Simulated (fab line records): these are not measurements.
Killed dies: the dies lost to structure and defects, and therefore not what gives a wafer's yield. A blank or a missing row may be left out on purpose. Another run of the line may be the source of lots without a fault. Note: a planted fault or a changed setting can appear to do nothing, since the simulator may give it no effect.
Lot-split experiment    flow sfqLine    5 lots, 23 wafers read, on a route of 325 steps

== ABOUT THE SPLIT ==
At SFQ_TRILAYER_M2_LITHO_COAT_062 (resist thk 62 nm), the setting resistThkNm was moved away from the recipe's 62 nm on 8 of the 23 wafers read, by -4.3% to +4.1%. This setting was run at the recipe's value on the other wafers.

The reading is taken at the split's own step.

== THE READING ==
BARC_of_TRILAYER_M2_LITHO_COAT_062.thkNm (the simulator's own value, which no gauge read), in nm, at SFQ_TRILAYER_M2_LITHO_COAT_062 (resist thk 62 nm). The file does not state a usual value for it. The 15 wafers here that ran the recipe average 62.14 nm, standard deviation 0.12 nm.

wafer   tool, chamber at the split  resistThkNm as run, nm  against the recipe  BARC_of_TRILAYER_M2_LITHO_COAT_062.thkNm, nm  against lot-mates on the recipe
L074.1  lithoTrack-01, 0            62                      recipe              62.31                                         -
L074.2  lithoTrack-01, 0            62                      recipe              62.21                                         -
L074.4  lithoTrack-01, 0            62                      recipe              62.01                                         -
L074.5  lithoTrack-01, 0            62                      recipe              62.16                                         -
L074.6  lithoTrack-01, 0            62                      recipe              62.13                                         -
L075.1  lithoTrack-02, 0            62                      recipe              62.14                                         -
L075.3  lithoTrack-02, 0            62                      recipe              62.13                                         -
L075.5  lithoTrack-02, 0            62                      recipe              62.02                                         -
L077.2  lithoTrack-04, 0            59.31                   -4.3%               59.25                                         -2.73
L077.3  lithoTrack-04, 0            59.31                   -4.3%               59.15                                         -2.83
L077.4  lithoTrack-04, 0            59.31                   -4.3%               59.18                                         -2.80
L077.5  lithoTrack-04, 0            62                      recipe              62.04                                         -
L077.6  lithoTrack-04, 0            62                      recipe              61.92                                         -
L078.2  lithoTrack-04, 0            62                      recipe              62.1                                          -
L078.3  lithoTrack-04, 0            64.55                   +4.1%               64.72                                         +2.63
L078.4  lithoTrack-04, 0            64.55                   +4.1%               64.75                                         +2.66
L078.5  lithoTrack-04, 0            64.55                   +4.1%               64.67                                         +2.58
L078.6  lithoTrack-04, 0            62                      recipe              62.08                                         -
L082.1  lithoTrack-04, 0            60.05                   -3.1%               60.26                                         -2.03
L082.2  lithoTrack-04, 0            62                      recipe              62.33                                         -
L082.3  lithoTrack-04, 0            62                      recipe              62.38                                         -
L082.4  lithoTrack-04, 0            60.05                   -3.1%               60.33                                         -1.96
L082.6  lithoTrack-04, 0            62                      recipe              62.15                                         -

THE FIT
A straight line over all 23 wafers: BARC_of_TRILAYER_M2_LITHO_COAT_062.thkNm changes by +0.643 nm for each +1% of resistThkNm; r = +1.00; the points scatter about the line by 0.13 nm.
The same after taking each lot's own level away (the mean of its wafers on the recipe; 23 wafers): +0.639 nm for each +1%; r = +1.00; scatter 0.071 nm.
That fit puts the effect of the largest move of resistThkNm on the reading at 2.8 nm.
Across the lots, their own levels run from 61.980 to 62.287 nm, a range of 2.5 times the standard deviation given above.
So the lot-to-lot level changes the slope little: the two slopes agree.
Check: with one of the wafers moved furthest among these (-4.3%) left out of the fit, the line predicts -2.78 nm for it against its lot-mates. It came out at -2.73 nm against them.

== OTHER SPLITS APPLIED TO THESE WAFERS ==
These wafers also went through other splits before the reading. Each is held against what the fit with the lots' levels taken away leaves over:
other split on the same wafers                  wafers away from the commonest value  r with BARC_of_TRILAYER_M2_LITHO_COAT_062.thkNm (lot level and that fit taken away)
SFQ_TRILAYER_INCOMING_OXIDATION_002 oxTimeS     15                                    -0.07
SFQ_TRILAYER_L0_LITHO_COAT_010 spinRpm          11                                    -0.04
SFQ_TRILAYER_L0_VIA_LITHO_EXPOSE_014 doseMj     8                                     -0.06
SFQ_TRILAYER_M0_LITHO_COAT_026 resistThkNm      5                                     +0.03
SFQ_TRILAYER_I0_CMP_CMP_028 leaveAboveRefNm     12                                    -0.04
SFQ_TRILAYER_I0_VIA_LITHO_PEB_034 pebTempC      10                                    -0.15
SFQ_TRILAYER_M1_DEP_SPUTTER_037 timeS           8                                     +0.13
SFQ_TRILAYER_M1_LITHO_COAT_039 spinRpm          6                                     +0.10
SFQ_TRILAYER_I1_VIA_LITHO_COAT_049 resistThkNm  5                                     +0.12

== THE FILE'S OWN FIT ==
BARC_of_TRILAYER_M2_LITHO_COAT_062.thkNm changes by +0.639 nm for each +1% of resistThkNm, r = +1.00.
